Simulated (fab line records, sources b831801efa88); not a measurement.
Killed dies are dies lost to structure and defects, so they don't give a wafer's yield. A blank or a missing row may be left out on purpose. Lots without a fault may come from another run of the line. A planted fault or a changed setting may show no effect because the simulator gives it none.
fab line records | flow gf180mcu | part 2 of 2: steps 26 to 36 of 36
record lots=5 wafers=15 last_day=33
route steps=602 shown CONTACT@314 M1@315 V1@335
lots that met no fault: from a run of the same line without faults
start_h: hours from the record's first day to the start of the lot's first wafer shown | wait_h: hours since the lot's step before | " the same as in the row above | L1.1+2: a row that stands for several wafers | - no value, or no start given | * or withheld: withheld | < > ~ a bound
route shown NAME@n: a module of which the file shows steps, and the number in the route of the first | usual: mean/standard deviation of fault-free wafers | same: alike in all rows | chamber/n: place in a boat | sites: the reading at each site | _std_site: their standard deviation | _edge_site: outer sites' mean less inner sites' | radius_mm: how far each site lies from the wafer's centre | mask NAME#n: copy n | behind: the tool/chamber that last shaped the wafer | hold: why the lot was held/for how many hours/how that ended | device: the transistor (n, p or np) that didn't switch | end of line: the same wafers' tests at the end of the route | a step without rows: its recipe alone | killed: dies lost to structure and defects at the first sort, not the wafer's yield | map: a wafer's dies, x killed, . not, _ none there
set.NAME: the setting as run; set.NAME@STEP: as run at that earlier step | model.NAME: the simulator's own value behind a step, which no gauge read
lots at some steps of the route; a table a step, a row a wafer
services: from which hour (start_h, from the record's first day; less than 0 if before it) a tool's chamber was out of use, for how many hours, and why
## steps
# step GF_V1_CMP_04
# recipe material=SiO2 down_force_psi=4 platen_rpm=60 pad_velocity_m_s=0.94248
# usual motor_current_A=10.4/1.5 platen_rpm=60.00/0.038 time_to_endpoint_s=80/5
# columns lot.wafer tool chamber start_h wait_h motor_current_A platen_rpm time_to_endpoint_s
L076.3 cmp-01 3 418.43 0.1 12.5 60.03 72
L076.4 " 0 " " 9.8 60.02 86
L076.5 " 2 " " 8.0 59.96 81
L083.4 cmp-01 1 467.71 0.1 11.5 60.04 75
L083.2 " 2 " " 8.6 60.05 77
L083.5 " 1 " " 11.5 60.02 80
L087.3 cmp-01 1 497.07 0.1 11.0 60.02 69
L087.4 " 2 " " 8.4 59.98 80
L087.2 " 3 " " 12.5 59.97 71
L093.4 cmp-01 0 548.54 0.1 9.8 59.99 91
L093.1 " 1 " " 11.9 59.95 77
L093.5 " 2 " " 8.4 60.01 82
L094.1 cmp-01 0 556.41 0.1 9.4 59.96 81
L094.3 " 2 " " 7.9 59.97 79
L094.6 " 0 " " 8.8 60.00 84
# step GF_V1_BOW_MEAS_05
# recipe mode=bow
# usual V1_BOW=82/7.5
# columns lot.wafer tool chamber start_h wait_h V1_BOW[um]
L076.3 film_metro-04 - 418.72 0.2 84
L076.4 " - " " 84
L076.5 " - " " 92
L083.2 film_metro-04 - 467.98 0.2 87
L083.4 " - " " 83
L083.5 " - " " 80
L087.2 film_metro-01 - 497.34 0.1 86
L087.3 " - " " 92
L087.4 " - " " 87
L093.1 film_metro-01 - 548.74 0.1 74
L093.4 " - " " 88
L093.5 " - " " 90
L094.1 film_metro-04 - 556.66 0.2 70
L094.3 " - " " 62
L094.6 " - " " 82
# step GF_V1_DEHYDRATE_06
# recipe temp_c=200 time_s=60
# usual resist_line_temp_C=23.01/0.1
# same time_s=60
# columns lot.wafer tool chamber start_h wait_h resist_line_temp_C
L076.3 litho_track-04 0 430.12 11.4 22.91
L076.4 " 0 " " 22.96
L076.5 " 0 " " 23.10
L083.2 litho_track-02 0 479.63 11.6 23.11
L083.4 " 0 " " 23.03
L083.5 " 0 " " 23.16
L087.2 litho_track-03 0 508.86 11.5 23.05
L087.3 " 0 " " 23.16
L087.4 " 0 " " 22.94
L093.1 litho_track-03 0 559.23 10.5 22.95
L093.4 " 0 " " 23.05
L093.5 " 0 " " 22.96
L094.1 litho_track-04 0 567.37 10.7 23.06
L094.3 " 0 " " 22.93
L094.6 " 0 " " 23.04
# step GF_V1_HMDS_07
# recipe prime_time_s=60 prime_temp_c=120
# usual resist_line_temp_C=23.00/0.13
# columns lot.wafer tool chamber start_h wait_h resist_line_temp_C
L076.3 litho_track-04 0 430.27 0.1 22.60
L076.4 " 0 " " 22.89
L076.5 " 0 " " 22.84
L083.2 litho_track-02 0 479.78 0.1 22.96
L083.4 " 0 " " 23.14
L083.5 " 0 " " 23.12
L087.2 litho_track-03 0 509.01 0.1 22.85
L087.3 " 0 " " 22.96
L087.4 " 0 " " 23.15
L093.1 litho_track-03 0 559.38 0.1 22.92
L093.4 " 0 " " 23.00
L093.5 " 0 " " 22.93
L094.1 litho_track-04 0 567.52 0.1 22.98
L094.3 " 0 " " 22.87
L094.6 " 0 " " 22.93
# step GF_V1_COAT_08
# recipe resist=BARC temp_c=withheld time_s=withheld spin_rpm=withheld resist_thk_nm=withheld
# usual resist_line_temp_C=*
# columns lot.wafer tool chamber start_h wait_h resist_line_temp_C
L076.3 litho_track-04 0 430.42 0.1 *
L076.4 " 0 " " *
L076.5 " 0 " " *
L083.2 litho_track-02 0 479.93 0.1 *
L083.4 " 0 " " *
L083.5 " 0 " " *
L087.2 litho_track-03 0 509.16 0.1 *
L087.3 " 0 " " *
L087.4 " 0 " " *
L093.1 litho_track-03 0 559.53 0.1 *
L093.4 " 0 " " *
L093.5 " 0 " " *
L094.1 litho_track-04 0 567.67 0.1 *
L094.3 " 0 " " *
L094.6 " 0 " " *
# step GF_V1_COAT_09
# recipe resist=KrF spin_rpm=withheld resist_thk_nm=1000
# usual resist_line_temp_C=23.01/0.12
# columns lot.wafer tool chamber start_h wait_h resist_line_temp_C
L076.3 litho_track-04 0 - - 23.07
L076.4 " 0 " " 23.04
L076.5 " 0 " " 23.20
L083.2 litho_track-02 0 - - 23.17
L083.4 " 0 " " 22.93
L083.5 " 0 " " 22.97
L087.2 litho_track-03 0 - - 23.06
L087.3 " 0 " " 22.95
L087.4 " 0 " " 22.94
L093.1 litho_track-03 0 - - 23.14
L093.4 " 0 " " 23.02
L093.5 " 0 " " 23.00
L094.1 litho_track-04 0 - - 22.88
L094.3 " 0 " " 22.96
L094.6 " 0 " " 22.85
# step GF_V1_SOFTBAKE_10
# recipe temp_c=130 time_s=60 resist=KrF
# usual resist_line_temp_C=23.00/0.1
# same time_s=60
# columns lot.wafer tool chamber start_h wait_h resist_line_temp_C
L076.3 litho_track-04 0 - - 23.14
L076.4 " 0 " " 23.00
L076.5 " 0 " " 23.25
L083.2 litho_track-02 0 - - 22.97
L083.4 " 0 " " 23.08
L083.5 " 0 " " 23.03
L087.2 litho_track-03 0 - - 22.95
L087.3 " 0 " " 23.11
L087.4 " 0 " " 22.90
L093.1 litho_track-03 0 - - 23.08
L093.4 " 0 " " 22.84
L093.5 " 0 " " 23.08
L094.1 litho_track-04 0 - - 23.10
L094.3 " 0 " " 22.97
L094.6 " 0 " " 23.02
# step GF_V1_EXPOSE_11
# recipe mask_id=Via1 target_cd_nm=260 na=0.68 source_shape=conventional sigma_outer=0.6 dose_mj=38
# columns lot.wafer tool chamber start_h wait_h mask
L076.3+4+5 krf_scanner-01 0 - - Via1#0
L083.2+4+5 krf_scanner-01 0 - - Via1#0
L087.2+3+4 krf_scanner-01 0 - - Via1#0
L093.1+4+5 krf_scanner-01 0 - - Via1#0
L094.1+3+6 krf_scanner-01 0 - - Via1#0
# step GF_V1_PEB_12
# recipe peb_temp_c=135 peb_time_s=90 resist=KrF
# usual resist_line_temp_C=23.02/0.099
# columns lot.wafer tool chamber start_h wait_h resist_line_temp_C
L076.3 litho_track-03 0 - - 22.79
L076.4 " 0 " " 22.99
L076.5 " 0 " " 23.03
L083.2 litho_track-04 0 - - 22.92
L083.4 " 0 " " 23.14
L083.5 " 0 " " 23.06
L087.2 litho_track-03 0 - - 22.83
L087.3 " 0 " " 23.01
L087.4 " 0 " " 23.03
L093.1 litho_track-04 0 - - 23.02
L093.4 " 0 " " 23.04
L093.5 " 0 " " 23.18
L094.1 litho_track-03 0 - - 22.99
L094.3 " 0 " " 23.07
L094.6 " 0 " " 23.19
# step GF_V1_DEVELOP_13
# recipe develop_time_s=60 resist=KrF dev_temp_c=21
# usual resist_line_temp_C=23.00/0.1
# columns lot.wafer tool chamber start_h wait_h resist_line_temp_C
L076.3 litho_track-03 0 442.58 0.1 23.15
L076.4 " 0 " " 22.91
L076.5 " 0 " " 22.91
L083.2 litho_track-04 0 492.29 0.2 22.93
L083.4 " 0 " " 22.92
L083.5 " 0 " " 22.97
L087.2 litho_track-03 0 520.46 0.2 22.94
L087.3 " 0 " " 23.20
L087.4 " 0 " " 22.95
L093.1 litho_track-04 0 570.57 0.2 22.82
L093.4 " 0 " " 22.92
L093.5 " 0 " " 22.76
L094.1 litho_track-03 0 577.93 0.2 23.03
L094.3 " 0 " " 23.00
L094.6 " 0 " " 23.06
# step GF_V1_CD_MEAS_14
# recipe target_cd_nm=260
# usual cd_nm=260.1/1.2
# columns lot.wafer tool chamber start_h wait_h cd_nm
L076.3 cd_sem-02 - 442.72 0.1 258.2
L076.4 " - " " 257.8
L076.5 " - " " 259.7
L083.2 cd_sem-02 - 492.44 0.1 259.1
L083.4 " - " " 260.4
L083.5 " - " " 259.4
L087.2 cd_sem-02 - 520.60 0.1 260.8
L087.3 " - " " 261.8
L087.4 " - " " 260.7
L093.1 cd_sem-02 - 570.72 0.1 261.2
L093.4 " - " " 261.8
L093.5 " - " " 260.2
L094.1 cd_sem-01 - 578.08 0.1 260.6
L094.3 " - " " 261.3
L094.6 " - " " 262.4
## services
# columns tool chamber start_h hours kind
plasma_asher-03 - 370.03 10.5 repair
pecvd-01 1 373.97 5.8 repair
pvd_sputter-04 - 386.81 2.7 repair
krf_scanner-01 - 394.62 1.0 pm
cmp-01 - 394.91 0.4 repair
cmp-01 - 407.53 4.0 pm
krf_scanner-01 - 418.95 3.0 repair
plasma_asher-03 - 421.25 9.0 pm
pecvd-01 - 432.15 2.8 pm
krf_scanner-01 - 439.64 1.3 pm
krf_scanner-01 - 441.35 3.6 pm
pecvd-01 2 446.99 4.5 repair
pecvd-01 2 451.83 11.0 repair
krf_scanner-01 - 474.02 0.8 pm
krf_scanner-01 - 482.70 4.0 pm
krf_scanner-01 - 486.73 4.4 pm
pecvd-01 - 487.92 2.4 repair
plasma_asher-03 - 491.11 1.9 repair
pecvd-01 2 504.96 6.2 repair
cmp-01 - 510.56 2.3 repair
pvd_sputter-01 - 548.28 1.2 repair
krf_scanner-01 - 563.62 1.0 pm
wet_bench-03 - 572.91 1.9 pm
cmp-01 - 575.70 4.2 repair
